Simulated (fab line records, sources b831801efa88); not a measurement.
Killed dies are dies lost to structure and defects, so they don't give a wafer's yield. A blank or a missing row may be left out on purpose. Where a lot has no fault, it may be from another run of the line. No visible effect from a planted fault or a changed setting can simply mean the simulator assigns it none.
Check for tools in common || flow sky130 || 13 lots, 45 wafers sampled

REASON FOR OPENING
SKY_VIA2_THK_MEAS_01, reading VIA2_HDPCVD_THK: flagged on 2 of 13 lots. Fault-free wafers read 1177 nm, with a standard deviation of 13.
Rule: flag the lot when none of its wafers has a number, or when each of its wafers that has one lies beyond 4 standard deviations from that mean. The rest of the lots are taken to be sound.

{"lot": "L455", "measured": "day 34 14:22", "on": "film-metro-04", "VIA2_HDPCVD_THK (nm), wafer by wafer": "1170 1177 1168", "flag": ""}
{"lot": "L456", "measured": "day 35 13:38", "on": "film-metro-02", "VIA2_HDPCVD_THK (nm), wafer by wafer": "1175 1165 1169", "flag": ""}
{"lot": "L457", "measured": "day 36 08:26", "on": "film-metro-02", "VIA2_HDPCVD_THK (nm), wafer by wafer": "1167 1173 1187", "flag": ""}
{"lot": "L459", "measured": "day 36 12:27", "on": "film-metro-04", "VIA2_HDPCVD_THK (nm), wafer by wafer": "1188 1181 1185", "flag": ""}
{"lot": "L458", "measured": "day 36 16:08", "on": "film-metro-02", "VIA2_HDPCVD_THK (nm), wafer by wafer": "1191 1194 1184", "flag": ""}
{"lot": "L463", "measured": "day 38 03:20", "on": "film-metro-02", "VIA2_HDPCVD_THK (nm), wafer by wafer": "2143 2169 2155 2144 2168 2153", "flag": "FLAGGED"}
{"lot": "L462", "measured": "day 38 07:55", "on": "film-metro-03", "VIA2_HDPCVD_THK (nm), wafer by wafer": "2159 2154 2147 2162 2154 2146", "flag": "FLAGGED"}
{"lot": "L469", "measured": "day 40 07:01", "on": "film-metro-04", "VIA2_HDPCVD_THK (nm), wafer by wafer": "1173 1160 1163", "flag": ""}
{"lot": "L472", "measured": "day 40 10:29", "on": "film-metro-04", "VIA2_HDPCVD_THK (nm), wafer by wafer": "1177 1166 1164", "flag": ""}
{"lot": "L474", "measured": "day 41 02:23", "on": "film-metro-02", "VIA2_HDPCVD_THK (nm), wafer by wafer": "1170 1168 1180", "flag": ""}
{"lot": "L476", "measured": "day 41 12:51", "on": "film-metro-03", "VIA2_HDPCVD_THK (nm), wafer by wafer": "1175 1167 1162", "flag": ""}
{"lot": "L477", "measured": "day 41 17:54", "on": "film-metro-04", "VIA2_HDPCVD_THK (nm), wafer by wafer": "1172 1194 1178", "flag": ""}
{"lot": "L478", "measured": "day 42 07:02", "on": "film-metro-02", "VIA2_HDPCVD_THK (nm), wafer by wafer": "1166 1186 1169", "flag": ""}
On average the flagged lots' numbers are 2154 nm, which is +978 nm against the usual, or +75 standard deviations.

WHICH TOOL RAN EACH LOT
2 process steps preceding the reading are held in the record, out of 708 steps in the route. Every cell lists first the tool, next ch and the chambers used by the sampled wafers, and last the start.
{"lot": "L455", "flag": "", "SKY_METAL2_DESCUM_17": "rie-metal-04 ch 0,1, day 34 13:25", "SKY_VIA2_HDPCVD_00": "hdpcvd-01 ch 0,2, day 34 14:14"}
{"lot": "L456", "flag": "", "SKY_METAL2_DESCUM_17": "rie-metal-03 ch 0,1, day 35 12:43", "SKY_VIA2_HDPCVD_00": "hdpcvd-01 ch 1,2, day 35 13:30"}
{"lot": "L457", "flag": "", "SKY_METAL2_DESCUM_17": "rie-metal-03 ch 0,1, day 36 07:31", "SKY_VIA2_HDPCVD_00": "hdpcvd-02 ch 0,1,2, day 36 08:17"}
{"lot": "L459", "flag": "", "SKY_METAL2_DESCUM_17": "rie-metal-04 ch 0, day 36 11:32", "SKY_VIA2_HDPCVD_00": "hdpcvd-02 ch 0,1,2, day 36 12:19"}
{"lot": "L458", "flag": "", "SKY_METAL2_DESCUM_17": "rie-metal-01 ch 0,1, day 36 15:14", "SKY_VIA2_HDPCVD_00": "hdpcvd-02 ch 0,1, day 36 16:01"}
{"lot": "L463", "flag": "FLAGGED", "SKY_METAL2_DESCUM_17": "rie-metal-03 ch 0, day 38 02:15", "SKY_VIA2_HDPCVD_00": "hdpcvd-02 ch 0,2, day 38 03:12"}
{"lot": "L462", "flag": "FLAGGED", "SKY_METAL2_DESCUM_17": "rie-metal-01 ch 0,1, day 38 07:01", "SKY_VIA2_HDPCVD_00": "hdpcvd-02 ch 0,1,2, day 38 07:48"}
{"lot": "L469", "flag": "", "SKY_METAL2_DESCUM_17": "rie-metal-01 ch 0,1, day 40 06:04", "SKY_VIA2_HDPCVD_00": "hdpcvd-01 ch 0,1, day 40 06:53"}
{"lot": "L472", "flag": "", "SKY_METAL2_DESCUM_17": "rie-metal-03 ch 0,1, day 40 09:32", "SKY_VIA2_HDPCVD_00": "hdpcvd-01 ch 1,2, day 40 10:22"}
{"lot": "L474", "flag": "", "SKY_METAL2_DESCUM_17": "rie-metal-03 ch 0,1, day 41 01:28", "SKY_VIA2_HDPCVD_00": "hdpcvd-01 ch 0,1, day 41 02:15"}
{"lot": "L476", "flag": "", "SKY_METAL2_DESCUM_17": "rie-metal-03 ch 0,1, day 41 11:54", "SKY_VIA2_HDPCVD_00": "hdpcvd-01 ch 0,1, day 41 12:42"}
{"lot": "L477", "flag": "", "SKY_METAL2_DESCUM_17": "rie-metal-03 ch 0,1, day 41 16:59", "SKY_VIA2_HDPCVD_00": "hdpcvd-02 ch 0,2, day 41 17:46"}
{"lot": "L478", "flag": "", "SKY_METAL2_DESCUM_17": "rie-metal-03 ch 0,1, day 42 06:07", "SKY_VIA2_HDPCVD_00": "hdpcvd-02 ch 1,2, day 42 06:55"}
What is done by these steps:
- SKY_METAL2_DESCUM_17: chemistry O2, time 8 s.
- SKY_VIA2_HDPCVD_00: deposits SiO2, target thk 1180 nm, time 196.7 s.
- SKY_VIA2_THK_MEAS_01

FLAGGED AGAINST TOTAL, ONE TOOL AT A TIME (gauges that did the reading follow at the end)
{"step": "SKY_METAL2_DESCUM_17", "tool": "rie-metal-01", "lots run": 3, "flagged": 1, "share of the flagged lots": "some", "sound lots run after its first flagged lot": "1 (L469)"}
{"step": "SKY_METAL2_DESCUM_17", "tool": "rie-metal-03", "lots run": 8, "flagged": 1, "share of the flagged lots": "some", "sound lots run after its first flagged lot": "5 (L472,L474,L476,L477,L478)"}
{"step": "SKY_METAL2_DESCUM_17", "tool": "rie-metal-04", "lots run": 2, "flagged": 0, "share of the flagged lots": "none", "sound lots run after its first flagged lot": "-"}
{"step": "SKY_VIA2_HDPCVD_00", "tool": "hdpcvd-01", "lots run": 6, "flagged": 0, "share of the flagged lots": "none", "sound lots run after its first flagged lot": "-"}
{"step": "SKY_VIA2_HDPCVD_00", "tool": "hdpcvd-02", "lots run": 7, "flagged": 2, "share of the flagged lots": "all", "sound lots run after its first flagged lot": "2 (L477,L478)"}
{"step": "SKY_VIA2_THK_MEAS_01", "tool": "film-metro-02", "lots run": 6, "flagged": 1, "share of the flagged lots": "some", "sound lots run after its first flagged lot": "2 (L474,L478)"}
{"step": "SKY_VIA2_THK_MEAS_01", "tool": "film-metro-03", "lots run": 2, "flagged": 1, "share of the flagged lots": "some", "sound lots run after its first flagged lot": "1 (L476)"}
{"step": "SKY_VIA2_THK_MEAS_01", "tool": "film-metro-04", "lots run": 5, "flagged": 0, "share of the flagged lots": "none", "sound lots run after its first flagged lot": "-"}

THE TABLE: WHAT IT ALLOWS
Rows of the table that ran each flagged lot: 1, that is hdpcvd-02 at SKY_VIA2_HDPCVD_00.
- hdpcvd-02 at SKY_VIA2_HDPCVD_00: 2 of its 7 lots flagged. Sound lots followed the first flagged one (L477, L478) on it, something a lasting fault affecting the whole tool could not allow.
There is no row in the table that ran each flagged lot and no sound lot after the first.

WHAT THE SIMULATOR HAD PUT IN
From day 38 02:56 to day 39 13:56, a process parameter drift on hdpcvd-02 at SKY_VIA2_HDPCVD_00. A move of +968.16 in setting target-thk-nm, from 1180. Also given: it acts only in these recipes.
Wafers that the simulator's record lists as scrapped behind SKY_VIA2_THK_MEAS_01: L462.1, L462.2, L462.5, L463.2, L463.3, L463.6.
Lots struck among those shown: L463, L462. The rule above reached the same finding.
